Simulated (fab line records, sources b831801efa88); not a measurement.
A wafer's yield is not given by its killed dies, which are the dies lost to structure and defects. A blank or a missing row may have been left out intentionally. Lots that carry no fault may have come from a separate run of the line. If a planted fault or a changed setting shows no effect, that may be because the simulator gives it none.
Which of the tools did it?    flow gf180mcu    14 lots with 42 wafers sampled at 2 steps, on a route of 602 steps

== WHAT THE GAUGES SHOWED, per wafer ==
GF_V2_BOW_MEAS_05.
lot   measured      on             V2_BOW (um)
L491  day 19 06:12  film metro-01  106 106 97
L492  day 19 21:10  film metro-03  101 97 86
L493  day 20 01:03  film metro-03  89 106 99
L494  day 20 04:28  film metro-04  90 106 106
L495  day 20 21:10  film metro-04  86 99 94
L496  day 21 03:30  film metro-04  88 105 102
L503  day 24 02:49  film metro-01  100 86 93
L505  day 24 06:55  film metro-04  106 99 96
L506  day 24 16:57  film metro-03  90 91 87
L507  day 25 01:06  film metro-04  87 96 105
L509  day 25 12:38  film metro-04  120 101 101
L510  day 25 23:28  film metro-03  110 105 107
L513  day 27 00:38  film metro-01  100 105 98
L514  day 27 04:35  film metro-01  88 90 88

GF_V3_BOW_MEAS_05.
lot   measured      on             V3_BOW (um)
L491  day 21 09:59  film metro-03  126 124 116
L492  day 22 00:50  film metro-02  122 118 105
L493  day 22 03:44  film metro-04  109 124 118
L494  day 22 07:35  film metro-03  104 119 119
L495  day 22 23:05  film metro-04  104 116 109
L496  day 23 05:20  film metro-02  103 121 118
L503  day 26 00:56  film metro-02  112 101 105
L505  day 26 05:18  film metro-04  126 119 118
L506  day 26 13:26  film metro-02  105 104 101
L507  day 26 21:28  film metro-03  105 117 123
L509  day 27 08:35  film metro-04  137 116 118
L510  day 27 20:19  film metro-03  130 127 128
L513  day 28 19:36  film metro-02  116 121 114
L514  day 29 00:12  film metro-03  102 107 101

== WHICH TOOL RAN EACH LOT (tool, then ch and the chambers of the sampled wafers, then the start) ==
The record holds no process step before these readings.

== WHAT THE TOOLS THEMSELVES READ (means of the sampled wafers that have a number; where no wafer has one, the mark that the record gives instead) ==
The record holds no such reading with a usual standard deviation.

== THE ANSWER, worked out from the rows above alone ==
Rule: usual is defined by the lots themselves. Put in order of their means at a reading, lots are off if they are a third of the lots or fewer, leave a main group of 4 or more, and stand apart from it by a gap of 3 or more times the standard deviation of the main group's means; of several such gaps the widest counts. A main group is skipped when, at the precision printed for the reading in the tables above, its means are all equal. A lot without any number at a reading at which 4 lots or more have one is off too. Any other lot the step has rows for is counted as sound. First the gauges in route order, then the tools' own readings, where a lot's mean is used as printed above. The first step at which some lot is off is used, and at that step the reading that is off furthest; a lot without a number counts as furthest.
Across all readings shown, no lot is off: no conclusion can be drawn from this.

== WHAT THE SIMULATOR PUT IN ==
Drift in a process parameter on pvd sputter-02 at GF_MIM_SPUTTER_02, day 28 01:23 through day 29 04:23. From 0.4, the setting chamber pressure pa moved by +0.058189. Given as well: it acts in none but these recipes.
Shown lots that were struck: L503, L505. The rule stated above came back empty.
